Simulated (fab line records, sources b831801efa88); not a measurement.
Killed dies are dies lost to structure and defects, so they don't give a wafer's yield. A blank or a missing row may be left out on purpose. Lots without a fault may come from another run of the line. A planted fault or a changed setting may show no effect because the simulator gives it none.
Which tool did it? | flow sfq_line | 15 lots, 45 wafers sampled, at 5 steps of a route of 325

WHAT THE GAUGES READ, wafer by wafer
SFQ_R5_RS_MEAS_933: measures by four-point-probe. Usual: R5_MONX_RS 7.07 ohm/sq, standard deviation 0.072.
lot  | measured     | on            | R5_MONX_RS (ohm/sq) | flag
L578 | day 57 07:40 | film_metro-01 | 7.03 7.00 7.04      |
L580 | day 60 00:35 | film_metro-03 | 7.09 7.04 7.09      |
L581 | day 60 05:19 | film_metro-03 | 7.04 7.03 7.02      |
L582 | day 60 05:22 | film_metro-01 | 7.15 7.12 7.11      |
L583 | day 60 09:50 | film_metro-02 | 7.13 7.12 7.10      |
L584 | day 60 15:47 | film_metro-01 | 7.12 7.14 7.19      |
L585 | day 61 22:29 | film_metro-02 | 7.11 7.01 7.12      |
L586 | day 62 01:31 | film_metro-02 | 6.95 6.97 7.06      |
L591 | day 67 01:26 | film_metro-03 | 7.02 7.04 7.09      |
L592 | day 67 02:40 | film_metro-01 | 7.11 7.11 7.08      |
L594 | day 67 07:30 | film_metro-01 | 7.09 7.12 7.07      |
L597 | day 67 20:28 | film_metro-03 | 7.09 6.97 7.01      |
L598 | day 67 20:38 | film_metro-02 | 7.11 7.17 7.13      |
L599 | day 67 23:26 | film_metro-01 | 7.15 7.02 7.07      |
L600 | day 68 02:38 | film_metro-01 | 7.24 7.14 7.15      |

SFQ_M8_OVL_MEAS_948. Usual: M8_OVL 2 nm, standard deviation 5.3.
lot  | measured     | on         | M8_OVL (nm)             | flag
L578 | day 86 14:09 | overlay-02 | 4 -3 -1                 |
L580 | day 88 03:53 | overlay-02 | 1 -5 -7                 |
L581 | day 89 07:45 | overlay-02 | -4 4 -5                 |
L582 | day 89 12:32 | overlay-02 | -4 -1 3                 |
L583 | day 89 18:32 | overlay-01 | 265 265 254 268 267 255 | OFF
L584 | day 89 20:56 | overlay-02 | 268 265 265 268 268 266 | OFF
L585 | day 89 23:20 | overlay-02 | 265 265 267 268 266 268 | OFF
L586 | day 90 03:04 | overlay-01 | 2 1 6                   |
L591 | day 90 22:16 | overlay-02 | 9 15 13                 |
L592 | day 91 04:16 | overlay-01 | 3 6 1                   |
L594 | day 91 11:29 | overlay-01 | 1 1 1                   |
L597 | day 93 02:40 | overlay-01 | 4 6 5                   |
L598 | day 93 05:04 | overlay-01 | -6 -4 3                 |
L599 | day 93 11:04 | overlay-02 | 7 9 11                  |
L600 | day 93 14:40 | overlay-01 | 3 6 5                   |

WHICH TOOL RAN EACH LOT (tool, then ch and the chambers of the sampled wafers, then the start)
lot  | SFQ_TRILAYER_I7_VIA_BARC_OPEN_VIA_ETCH_260 | SFQ_TRILAYER_I7_VIA_STRIP_STRIP_191 | SFQ_TRILAYER_M8_LITHO_EXPOSE_194
L578 | rie_diel-02 ch 0,1,2, day 83 07:34         | rie_metal-03 ch 0,1, day 83 07:43   | krf_scanner-01 ch 0, day 86 12:40
L580 | rie_diel-01 ch 1,2,3, day 84 16:35         | rie_metal-01 ch 0,1, day 84 16:45   | krf_scanner-01 ch 0, day 88 02:35
L581 | rie_diel-01 ch 0,2,3, day 86 04:35         | rie_metal-04 ch 0,1, day 86 04:57   | krf_scanner-02 ch 0, day 89 06:50
L582 | rie_diel-03 ch 0,1,2, day 86 11:47         | rie_metal-04 ch 0,1, day 86 11:57   | krf_scanner-02 ch 0, day 89 11:02
L583 | rie_diel-03 ch 1,2,3, day 86 15:23         | rie_metal-03 ch 0,1, day 86 15:33   | krf_scanner-02 ch 0, day 89 17:02
L584 | rie_diel-02 ch 0,1, day 86 16:35           | rie_metal-01 ch 1, day 86 16:49     | krf_scanner-02 ch 0, day 89 19:26
L585 | rie_diel-02 ch 0,2, day 86 21:23           | rie_metal-04 ch 0,1, day 86 21:33   | krf_scanner-02 ch 0, day 89 21:50
L586 | rie_diel-01 ch 1,2,3, day 86 23:47         | rie_metal-03 ch 0,1, day 86 23:57   | krf_scanner-01 ch 0, day 90 01:46
L591 | rie_diel-01 ch 0,1,2, day 87 11:35         | rie_metal-03 ch 0,1, day 87 11:45   | krf_scanner-01 ch 0, day 90 20:46
L592 | rie_diel-01 ch 0,2,3, day 87 15:11         | rie_metal-01 ch 1, day 87 15:21     | krf_scanner-01 ch 0, day 91 02:58
L594 | rie_diel-01 ch 2,3, day 87 19:31           | rie_metal-03 ch 0,1, day 87 19:53   | krf_scanner-01 ch 0, day 91 10:34
L597 | rie_diel-01 ch 1,2, day 90 00:35           | rie_metal-04 ch 0,1, day 90 00:44   | krf_scanner-01 ch 0, day 93 01:22
L598 | rie_diel-03 ch 0,2,3, day 90 01:54         | rie_metal-03 ch 0,1, day 90 02:04   | krf_scanner-01 ch 0, day 93 03:34
L599 | rie_diel-02 ch 1,2,3, day 90 15:06         | rie_metal-04 ch 1, day 90 15:16     | krf_scanner-01 ch 0, day 93 09:34
L600 | rie_diel-01 ch 1,3, day 90 19:54           | rie_metal-03 ch 0,1, day 90 20:08   | krf_scanner-01 ch 0, day 93 13:10
- SFQ_TRILAYER_I7_VIA_BARC_OPEN_VIA_ETCH_260: etches BARC in O2, target depth 125 nm, time 41.7 s.
- SFQ_TRILAYER_I7_VIA_STRIP_STRIP_191: strips in O2.
- SFQ_TRILAYER_M8_LITHO_EXPOSE_194: exposes mask M8, target cd 2000 nm.

WHAT THE TOOLS THEMSELVES READ (means of the sampled wafers that have a number; where no wafer has one, the mark that the record gives instead)
SFQ_TRILAYER_I7_VIA_BARC_OPEN_VIA_ETCH_260. Usual: bias_w 79.97 W, standard deviation 0.2; drypump_motor_current_A 5.8 A, standard deviation 0.52; oes_product_au 0.686 a.u., standard deviation 0.0044.
lot  | tool        | bias_w (W) | drypump_motor_current_A (A) | oes_product_au (a.u.) | flag
L578 | rie_diel-02 | 80.00      | 5.9                         | 0.687                 |
L580 | rie_diel-01 | 80.02      | 6.0                         | 0.689                 |
L581 | rie_diel-01 | 79.82      | 5.8                         | 0.680                 |
L582 | rie_diel-03 | 79.93      | 5.9                         | 0.685                 |
L583 | rie_diel-03 | 79.78      | 5.6                         | 0.685                 |
L584 | rie_diel-02 | 80.03      | 6.1                         | 0.686                 |
L585 | rie_diel-02 | 80.07      | 6.0                         | 0.687                 |
L586 | rie_diel-01 | 79.76      | 6.0                         | 0.684                 |
L591 | rie_diel-01 | 80.05      | 5.7                         | 0.688                 |
L592 | rie_diel-01 | 79.88      | 5.8                         | 0.685                 |
L594 | rie_diel-01 | 79.92      | 5.6                         | 0.683                 |
L597 | rie_diel-01 | 79.83      | 5.5                         | 0.687                 |
L598 | rie_diel-03 | 80.06      | 5.6                         | 0.685                 |
L599 | rie_diel-02 | 79.96      | 5.8                         | 0.684                 |
L600 | rie_diel-01 | 80.11      | 6.5                         | 0.685                 |

SFQ_TRILAYER_I7_VIA_STRIP_STRIP_191. Usual: drypump_motor_current_A 5.9 A, standard deviation 0.31; oes_product_au 0.997 a.u., standard deviation 0.0061.
lot  | tool         | drypump_motor_current_A (A) | oes_product_au (a.u.) | flag
L578 | rie_metal-03 | 6.0                         | 0.992                 |
L580 | rie_metal-01 | 5.8                         | 0.991                 |
L581 | rie_metal-04 | 5.9                         | 0.997                 |
L582 | rie_metal-04 | 6.1                         | 0.991                 |
L583 | rie_metal-03 | 5.7                         | 1.004                 |
L584 | rie_metal-01 | 5.9                         | 1.006                 |
L585 | rie_metal-04 | 6.0                         | 1.004                 |
L586 | rie_metal-03 | 5.7                         | 0.998                 |
L591 | rie_metal-03 | 5.7                         | 0.995                 |
L592 | rie_metal-01 | 5.9                         | 1.000                 |
L594 | rie_metal-03 | 5.7                         | 0.993                 |
L597 | rie_metal-04 | 5.9                         | 1.004                 |
L598 | rie_metal-03 | 5.7                         | 0.996                 |
L599 | rie_metal-04 | 6.3                         | 0.996                 |
L600 | rie_metal-03 | 6.0                         | 0.989                 |

SFQ_TRILAYER_M8_LITHO_EXPOSE_194. Usual: reticle_temp_C 23.02 C, standard deviation 0.12.
lot  | tool           | reticle_temp_C (C) | flag
L578 | krf_scanner-01 | 23.01              |
L580 | krf_scanner-01 | 23.13              |
L581 | krf_scanner-02 | 22.77              |
L582 | krf_scanner-02 | 23.10              |
L583 | krf_scanner-02 | 23.10              |
L584 | krf_scanner-02 | 22.89              |
L585 | krf_scanner-02 | 22.91              |
L586 | krf_scanner-01 | 23.10              |
L591 | krf_scanner-01 | 23.09              |
L592 | krf_scanner-01 | 22.92              |
L594 | krf_scanner-01 | 23.07              |
L597 | krf_scanner-01 | 23.12              |
L598 | krf_scanner-01 | 23.00              |
L599 | krf_scanner-01 | 23.17              |
L600 | krf_scanner-01 | 23.08              |

THE ANSWER, worked out from the rows above alone
Rule: a lot is off if the mean of its wafers that have a number lies more than 3 standard deviations from the usual mean. A lot without any number at a reading at which 4 lots or more have one is off too. The other lots that the step has rows for count as sound. The gauges are gone through in route order, then the tools' own readings, and for those a lot's mean is taken as printed above. The first step at which some lot is off is used, and at that step the reading that is off furthest; a lot without a number counts as furthest.
Off: L583, L584, L585, at SFQ_M8_OVL_MEAS_948 (M8_OVL).
A tool fits if, at a process step before that reading, it ran every lot that is off, and no sound lot after the first of them. The gauges at SFQ_M8_OVL_MEAS_948 are tried like those tools. One fits: krf_scanner-02 at SFQ_TRILAYER_M8_LITHO_EXPOSE_194. Its last sound lot is L582 (day 89 11:02), its first lot that is off L583 (day 89 17:02): a fault that began between those two fits.

WHAT THE SIMULATOR HAD PUT IN
Scanner matching overlay: krf_scanner-02, from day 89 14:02 on, at SFQ_TRILAYER_M8_LITHO_EXPOSE_194. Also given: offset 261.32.
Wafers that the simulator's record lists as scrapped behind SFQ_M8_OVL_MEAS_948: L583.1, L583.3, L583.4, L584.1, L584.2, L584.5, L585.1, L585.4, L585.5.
Lots struck among those shown: L583, L584, L585. The rule above found the same.
